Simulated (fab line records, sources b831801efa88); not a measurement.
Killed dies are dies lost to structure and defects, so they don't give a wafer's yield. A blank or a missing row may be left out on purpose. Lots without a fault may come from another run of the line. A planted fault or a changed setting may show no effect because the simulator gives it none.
fab line records | flow sky130 | part 2 of 2: steps 26 to 35 of 35
record lots=5 wafers=15 last_day=50
route steps=708 shown METAL5@661 PASSIVATION@681 PAD_OPEN@694
lots that met no fault: from a run of the same line without faults
start_h: hours from the record's first day to the start of the lot's first wafer shown | wait_h: hours since the lot's step before | " the same as in the row above | L1.1+2: a row that stands for several wafers | - no value, or no start given | * or withheld: withheld | < > ~ a bound
route shown NAME@n: a module of which the file shows steps, and the number in the route of the first | usual: mean/standard deviation of fault-free wafers | same: alike in all rows | chamber/n: place in a boat | sites: the reading at each site | _std_site: their standard deviation | _edge_site: outer sites' mean less inner sites' | radius_mm: how far each site lies from the wafer's centre | mask NAME#n: copy n | behind: the tool/chamber that last shaped the wafer | hold: why the lot was held/for how many hours/how that ended | device: the transistor (n, p or np) that didn't switch | end of line: the same wafers' tests at the end of the route | a step without rows: its recipe alone | killed: dies lost to structure and defects at the first sort, not the wafer's yield | map: a wafer's dies, x killed, . not, _ none there
set.NAME: the setting as run; set.NAME@STEP: as run at that earlier step | model.NAME: the simulator's own value behind a step, which no gauge read
lots at some steps of the route; a table a step, a row a wafer
services: from which hour (start_h, from the record's first day; less than 0 if before it) a tool's chamber was out of use, for how many hours, and why
## steps
# step SKY_PASSIVATION_HMDS_05
# recipe prime_time_s=60 prime_temp_c=120
# usual exhaust_pa=45.0/0.92
# same prime_time_s=60
# columns lot.wafer tool chamber start_h wait_h exhaust_pa
L077.1 litho_track-03 0 1068.50 0.1 45.3
L077.3 " 0 " " 45.9
L077.4 " 0 " " 45.2
L080.1 litho_track-02 0 1081.24 0.1 45.9
L080.2 " 0 " " 45.7
L080.3 " 0 " " 45.9
L084.2 litho_track-02 0 1107.16 0.1 44.8
L084.3 " 0 " " 46.0
L084.4 " 0 " " 44.8
L086.1 litho_track-03 0 1116.25 0.1 42.8
L086.3 " 0 " " 43.5
L086.4 " 0 " " 43.5
L096.1 litho_track-03 0 1169.15 0.1 44.3
L096.2 " 0 " " 43.3
L096.3 " 0 " " 44.8
# step SKY_PASSIVATION_COAT_06
# recipe spin_rpm=2000 resist_thk_nm=3000
# usual exhaust_pa=44.6/0.92
# columns lot.wafer tool chamber start_h wait_h exhaust_pa
L077.1 litho_track-03 0 1068.65 0.1 44.6
L077.3 " 0 " " 44.3
L077.4 " 0 " " 44.7
L080.1 litho_track-02 0 1081.39 0.1 45.2
L080.2 " 0 " " 44.1
L080.3 " 0 " " 44.9
L084.2 litho_track-02 0 1107.31 0.1 45.5
L084.3 " 0 " " 45.7
L084.4 " 0 " " 45.2
L086.1 litho_track-03 0 1116.40 0.1 44.4
L086.3 " 0 " " 44.8
L086.4 " 0 " " 45.4
L096.1 litho_track-03 0 1169.30 0.1 44.1
L096.2 " 0 " " 47.2
L096.3 " 0 " " 44.9
# step SKY_PASSIVATION_SOFTBAKE_07
# recipe temp_c=110 time_s=withheld
# usual exhaust_pa=45.0/0.81
# columns lot.wafer tool chamber start_h wait_h exhaust_pa
L077.1 litho_track-03 0 1068.80 0.1 43.9
L077.3 " 0 " " 45.9
L077.4 " 0 " " 45.5
L080.1 litho_track-02 0 1081.54 0.1 45.0
L080.2 " 0 " " 44.5
L080.3 " 0 " " 44.8
L084.2 litho_track-02 0 1107.47 0.1 43.6
L084.3 " 0 " " 43.4
L084.4 " 0 " " 42.3
L086.1 litho_track-03 0 1116.55 0.1 44.7
L086.3 " 0 " " 45.0
L086.4 " 0 " " 44.7
L096.1 litho_track-03 0 1169.45 0.1 44.2
L096.2 " 0 " " 44.7
L096.3 " 0 " " 44.9
# step SKY_PASSIVATION_EXPOSE_08
# recipe mask_id=NSM target_cd_nm=3000 na=0.57 dose_mj=260
# columns lot.wafer tool chamber start_h wait_h mask
L077.1+3+4 iline_stepper-02 0 - - NSM#0
L080.1+2+3 iline_stepper-02 0 - - NSM#0
L084.2+3+4 iline_stepper-01 0 - - NSM#0
L086.1+3+4 iline_stepper-01 0 - - NSM#0
L096.1+2+3 iline_stepper-01 0 - - NSM#0
# step SKY_PASSIVATION_PEB_09
# recipe temp_c=115 time_s=withheld
# usual exhaust_pa=45.0/0.87
# columns lot.wafer tool chamber start_h wait_h exhaust_pa
L077.1 litho_track-02 0 - - 46.5
L077.3 " 0 " " 45.2
L077.4 " 0 " " 45.3
L080.1 litho_track-04 0 - - 44.2
L080.2 " 0 " " 44.4
L080.3 " 0 " " 44.9
L084.2 litho_track-02 0 - - 46.1
L084.3 " 0 " " 45.5
L084.4 " 0 " " 44.0
L086.1 litho_track-03 0 - - 46.3
L086.3 " 0 " " 46.0
L086.4 " 0 " " 45.6
L096.1 litho_track-03 0 - - 46.1
L096.2 " 0 " " 44.8
L096.3 " 0 " " 43.8
# step SKY_PASSIVATION_DEVELOP_10
# recipe develop_time_s=60 dev_temp_c=23
# usual exhaust_pa=45.1/0.75
# columns lot.wafer tool chamber start_h wait_h exhaust_pa
L077.1 litho_track-02 0 - - 47.2
L077.3 " 0 " " 45.3
L077.4 " 0 " " 46.6
L080.1 litho_track-04 0 - - 44.7
L080.2 " 0 " " 44.6
L080.3 " 0 " " 44.5
L084.2 litho_track-02 0 - - 43.8
L084.3 " 0 " " 44.5
L084.4 " 0 " " 45.4
L086.1 litho_track-03 0 - - 44.4
L086.3 " 0 " " 44.7
L086.4 " 0 " " 45.2
L096.1 litho_track-03 0 - - 45.6
L096.2 " 0 " " 45.4
L096.3 " 0 " " 45.5
# step SKY_PASSIVATION_ETCH_11
# recipe chemistry=CF4/O2 target_depth_nm=725 stop_on=AlCu source_w=800 bias_w=150 pressure_mtorr=150 cf4_flow_sccm=80 O2_flow_sccm=10 time_s=161.1
# usual cf4_flow_sccm=80.02/0.25 drypump_motor_current_A=5.6/0.48 oes_product_au=0.979/0.0084 throttle_valve_pct=5.965/0.0088
# columns lot.wafer tool chamber start_h wait_h cf4_flow_sccm drypump_motor_current_A oes_product_au rf_hours_counter_h throttle_valve_pct
L077.1 rie_diel-03 2 1078.99 - 79.87 6.0 0.994 14 5.966
L077.3 " 0 " " 79.89 5.1 0.985 15 5.961
L077.4 " 3 " " 80.28 5.0 0.986 8 5.964
L080.1 rie_diel-04 3 1092.19 - 80.13 6.0 0.972 11 5.957
L080.2 " 2 " " 79.78 6.4 0.972 11 5.954
L080.3 " 1 " " 80.07 6.0 0.980 17 5.972
L084.2 rie_diel-03 2 1118.04 - 80.20 6.0 0.970 16 5.962
L084.3 " 3 " " 80.07 5.0 0.984 9 5.955
L084.4 " 1 " " 80.18 5.0 0.978 18 5.972
L086.1 rie_diel-04 1 1126.55 - 80.27 6.0 0.978 18 5.950
L086.3 " 2 " " 79.75 6.4 0.969 12 5.958
L086.4 " 0 " " 80.19 5.7 0.981 22 5.971
L096.1 rie_diel-02 0 1178.40 - 79.85 5.2 0.977 18 5.960
L096.2 " 1 " " 80.26 5.9 0.982 11 5.979
L096.3 " 3 " " 80.11 5.3 0.980 22 5.969
# step SKY_PASSIVATION_STRIP_12
# recipe chemistry=O2/N2 power_w=1400 pressure_mtorr=1500 platen_temp_c=withheld overash_fraction=0.7 o2_flow_sccm=3000 n2_flow_sccm=300
# usual drypump_motor_current_A=6.1/0.4 oes_product_au=0.661/0.0049 strip_time_to_endpoint_s=31.52/0.14
# columns lot.wafer tool chamber start_h wait_h drypump_motor_current_A oes_product_au rf_hours_counter_h strip_time_to_endpoint_s
L077.1 plasma_asher-03 1 1079.09 0.1 6.7 0.667 66 31.41
L077.3 " 0 " " 5.7 0.655 - 31.38
L077.4 " 1 " " 6.7 0.657 - 31.35
L080.1 plasma_asher-03 0 1092.29 0.1 5.8 0.653 67 31.48
L080.2 " 1 " " 6.7 0.664 67 31.33
L080.3 " 1 " " 6.7 0.660 - 31.51
L084.2 plasma_asher-04 1 1118.14 0.1 6.3 0.661 33 31.39
L084.3 " 1 " " 6.3 0.658 - 31.51
L084.4 " 0 " " 6.3 0.658 - 31.54
L086.1 plasma_asher-04 1 1126.66 0.1 6.3 0.658 34 31.55
L086.3 " 0 " " 6.2 0.660 - 31.30
L086.4 " 1 " " 6.3 0.657 - 31.54
L096.1 plasma_asher-04 0 1178.51 0.1 6.2 0.663 39 31.54
L096.2 " 1 " " 6.3 0.658 39 31.27
L096.3 " 1 " " 6.3 0.656 - 31.21
# step SKY_PAD_OPEN_DEHYDRATE_00
# recipe temp_c=200 time_s=60
# usual exhaust_pa=44.9/0.95
# columns lot.wafer tool chamber start_h wait_h exhaust_pa
L077.1 litho_track-01 0 1089.59 10.5 44.5
L077.3 " 0 " " 43.0
L077.4 " 0 " " 44.1
L080.1 litho_track-01 0 1101.19 8.9 44.9
L080.2 " 0 " " 45.4
L080.3 " 0 " " 45.3
L084.2 litho_track-03 0 1127.38 9.2 44.3
L084.3 " 0 " " 45.4
L084.4 " 0 " " 45.7
L086.1 litho_track-03 0 1135.30 8.6 46.0
L086.3 " 0 " " 45.5
L086.4 " 0 " " 45.9
L096.1 litho_track-01 0 1185.19 6.6 44.8
L096.2 " 0 " " 44.7
L096.3 " 0 " " 46.1
# step SKY_PAD_OPEN_HMDS_01
# recipe prime_time_s=60 prime_temp_c=120
# usual exhaust_pa=45.1/0.79
# same prime_time_s=60
# columns lot.wafer tool chamber start_h wait_h exhaust_pa
L077.1 litho_track-01 0 1089.74 0.1 44.3
L077.3 " 0 " " 44.4
L077.4 " 0 " " 44.3
L080.1 litho_track-01 0 1101.34 0.1 44.7
L080.2 " 0 " " 45.0
L080.3 " 0 " " 44.3
L084.2 litho_track-03 0 1127.53 0.1 45.0
L084.3 " 0 " " 45.0
L084.4 " 0 " " 44.6
L086.1 litho_track-03 0 1135.45 0.1 44.4
L086.3 " 0 " " 45.4
L086.4 " 0 " " 45.4
L096.1 litho_track-01 0 1185.34 0.1 42.9
L096.2 " 0 " " 44.8
L096.3 " 0 " " 45.8
## services
# columns tool chamber start_h hours kind
rie_metal-04 - 1012.60 15.6 pm
pecvd-03 - 1017.15 14.6 pm
pvd_sputter-03 - 1021.54 1.8 repair
pecvd-03 - 1031.75 2.8 pm
iline_stepper-01 - 1032.44 6.5 repair
rie_metal-04 - 1041.82 0.6 repair
pecvd-02 0 1046.29 2.5 repair
plasma_asher-04 - 1046.86 0.4 repair
pvd_sputter-01 - 1057.13 1.6 repair
pecvd-02 0 1059.76 13.1 repair
plasma_asher-04 - 1060.92 2.8 repair
rie_metal-04 - 1070.99 28.1 pm
pecvd-02 - 1089.39 1.6 repair
pvd_sputter-01 - 1090.29 2.6 repair
pecvd-04 - 1097.18 4.3 repair
rie_metal-04 0 1115.39 3.4 repair
wet_bench-01 - 1117.42 0.5 repair
pecvd-04 - 1124.77 2.3 repair
wet_bench-03 - 1133.78 1.9 repair
iline_stepper-02 - 1138.06 2.1 pm
wet_bench-02 - 1140.53 4.4 pm
iline_stepper-02 - 1166.44 1.7 pm
pvd_sputter-01 - 1167.31 5.2 repair
wet_bench-02 - 1178.44 1.9 pm
